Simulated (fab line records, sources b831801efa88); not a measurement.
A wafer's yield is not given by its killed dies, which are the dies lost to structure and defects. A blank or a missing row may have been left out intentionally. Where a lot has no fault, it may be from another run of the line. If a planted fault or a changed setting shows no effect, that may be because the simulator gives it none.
A struck lot beside a sound one | flow gf180mcu | 43 out of 602 route steps
Sound: wafers L860.3, L860.4, L860.5. Struck: wafers L868.2, L868.3, L868.5. The cause is named last.
Per side, at each step with rows, come the tool, then ch with its chambers, and then its first start. Under that, the readings that differ: sound wafers | struck wafers | difference of the means | sigmas: that difference in standard deviations of wafers without a fault.
alike: readings whose means differ by less than 2 such deviations, and words and numbers that are the same on both sides. not compared: withheld readings, readings that some wafer has no value for, bounds like >300 that may hide the same value, and numbers for which the record gives no deviation and whose values overlap.
The two part at a step that has a row with sigmas, a row that says differs or no value, or rows on one side only. Non-overlapping numbers with no deviation appear without sigmas and do not part them. Lack of a reading on every wafer of one side parts them only where that side has two or more wafers.

GF_HV_LDD_STRIP_10: strips in O2/N2.
  sound on plasma-asher-02 ch 0,1, day 12 10:58; struck on plasma-asher-02 ch 0,1, day 14 16:38
  alike: drypump-motor-current-A, heater-power-w, oes-product-au, strip-time-to-endpoint-s
  not compared: rf-hours-counter-h
GF_HV_LDD_TW_MEAS_11:
  sound on film-metro-04, day 12 11:03; struck on film-metro-01, day 14 16:44
  alike: HV_LDD_TW
then, 7 steps without rows for these wafers: GF_HV_LDD_DEHYDRATE_12 (time 60 s); GF_HV_LDD_HMDS_13 (prime time 60 s); GF_HV_LDD_COAT_14 (resist thk 1000 nm); GF_HV_LDD_SOFTBAKE_15 (time 60 s); GF_HV_LDD_EXPOSE_16 (exposes mask Pplus LV AREA, target cd 400 nm); GF_HV_LDD_PEB_17; GF_HV_LDD_DEVELOP_18 (develop time 60 s).
GF_HV_LDD_CD_MEAS_19: target cd 400 nm.
  sound on cd-sem-02, day 13 06:49; struck on cd-sem-01, day 15 13:44
  alike: cd-nm
GF_HV_LDD_OVL_MEAS_20:
  sound on overlay-02, day 13 06:55; struck on overlay-02, day 15 13:51
  alike: HV_LDD_01_OVL
then, 1 step without rows for these wafers: GF_HV_LDD_IMPLANT_21.
GF_HV_LDD_STRIP_22: strips in O2/N2.
  sound on plasma-asher-03 ch 0,1, day 13 07:07; struck on plasma-asher-01 ch 0,1, day 15 14:02
  alike: drypump-motor-current-A, heater-power-w, oes-product-au, strip-time-to-endpoint-s
  not compared: rf-hours-counter-h
GF_HV_LDD_TW_MEAS_23:
  sound on film-metro-03, day 13 07:12; struck on film-metro-03, day 15 14:08
  alike: HV_LDD_2_TW
then, 7 steps without rows for these wafers: GF_HV_LDD_DEHYDRATE_24 (time 60 s); GF_HV_LDD_HMDS_25 (prime time 60 s); GF_HV_LDD_COAT_26 (resist thk 1000 nm); GF_HV_LDD_SOFTBAKE_27 (time 60 s); GF_HV_LDD_EXPOSE_28 (exposes mask Nplus HV AREA, target cd 400 nm); GF_HV_LDD_PEB_29; GF_HV_LDD_DEVELOP_30 (develop time 60 s).
GF_HV_LDD_CD_MEAS_31: target cd 400 nm.
  sound on cd-sem-01, day 14 03:40; struck on cd-sem-02, day 16 12:41
  alike: cd-nm
GF_HV_LDD_OVL_MEAS_32:
  sound on overlay-01, day 14 03:46; struck on overlay-02, day 16 12:48
  alike: HV_LDD_02_OVL
then, 4 steps without rows for these wafers: GF_HV_LDD_IMPLANT_33; GF_HV_LDD_IMPLANT_34; GF_HV_LDD_IMPLANT_35; GF_HV_LDD_IMPLANT_36.
GF_HV_LDD_STRIP_37: strips in O2/N2.
  sound on plasma-asher-02 ch 0,1, day 14 04:25; struck on plasma-asher-01 ch 0,1, day 16 13:26
  reading                      | sound             | struck            | difference | sigmas
  strip-time-to-endpoint-s (s) | 12.59 12.61 12.61 | 12.66 12.68 12.68 | +0.07      | +2
  alike: drypump-motor-current-A, heater-power-w, oes-product-au
  not compared: rf-hours-counter-h
GF_HV_LDD_TW_MEAS_38:
  sound on film-metro-03, day 14 04:30; struck on film-metro-01, day 16 13:32
  reading     | sound          | struck         | difference | sigmas
  HV_LDD_3_TW | 1430 1418 1432 | 1470 1483 1471 | +48        | +2
then, 7 steps without rows for these wafers: GF_HV_LDD_DEHYDRATE_39 (time 60 s); GF_HV_LDD_HMDS_40 (prime time 60 s); GF_HV_LDD_COAT_41 (resist thk 1000 nm); GF_HV_LDD_SOFTBAKE_42 (time 60 s); GF_HV_LDD_EXPOSE_43 (exposes mask Pplus HV AREA, target cd 400 nm); GF_HV_LDD_PEB_44; GF_HV_LDD_DEVELOP_45 (develop time 60 s).
GF_HV_LDD_CD_MEAS_46: target cd 400 nm.
  sound on cd-sem-01, day 15 01:49; struck on cd-sem-01, day 17 11:23
  alike: cd-nm
GF_HV_LDD_OVL_MEAS_47:
  sound on overlay-02, day 15 01:54; struck on overlay-02, day 17 11:30
  alike: HV_LDD_03_OVL
then, 1 step without rows for these wafers: GF_HV_LDD_IMPLANT_48.
GF_HV_LDD_STRIP_49: strips in O2/N2.
  sound on plasma-asher-01 ch 0,1, day 15 02:06; struck on plasma-asher-03 ch 0,1, day 17 11:41
  alike: drypump-motor-current-A, heater-power-w, oes-product-au, strip-time-to-endpoint-s
  not compared: rf-hours-counter-h
GF_HV_LDD_TW_MEAS_50:
  sound on film-metro-04, day 15 02:11; struck on film-metro-01, day 17 11:47
  reading     | sound       | struck      | difference | sigmas
  HV_LDD_4_TW | 561 564 567 | 584 582 583 | +19        | +2
then, 1 step without rows for these wafers: GF_HV_LDD_CLEAN_51 (cleans in SC1/SC2, time 150 s).
-- record jumps: 16 days separate the struck wafers' starts on either side; left off in module HV_LDD, taken up again in module PASSIVATION, whose first shown step is the route's number 602 --
GF_PASSIVATION_PROBE_99:
  rows exist in the record for the struck wafers here (prober-01, day 33 03:08), but not for the sound ones

WHERE THEY PART
First at GF_HV_LDD_STRIP_37; last, within this record, at GF_PASSIVATION_PROBE_99.

WHY: whatever the simulator had introduced
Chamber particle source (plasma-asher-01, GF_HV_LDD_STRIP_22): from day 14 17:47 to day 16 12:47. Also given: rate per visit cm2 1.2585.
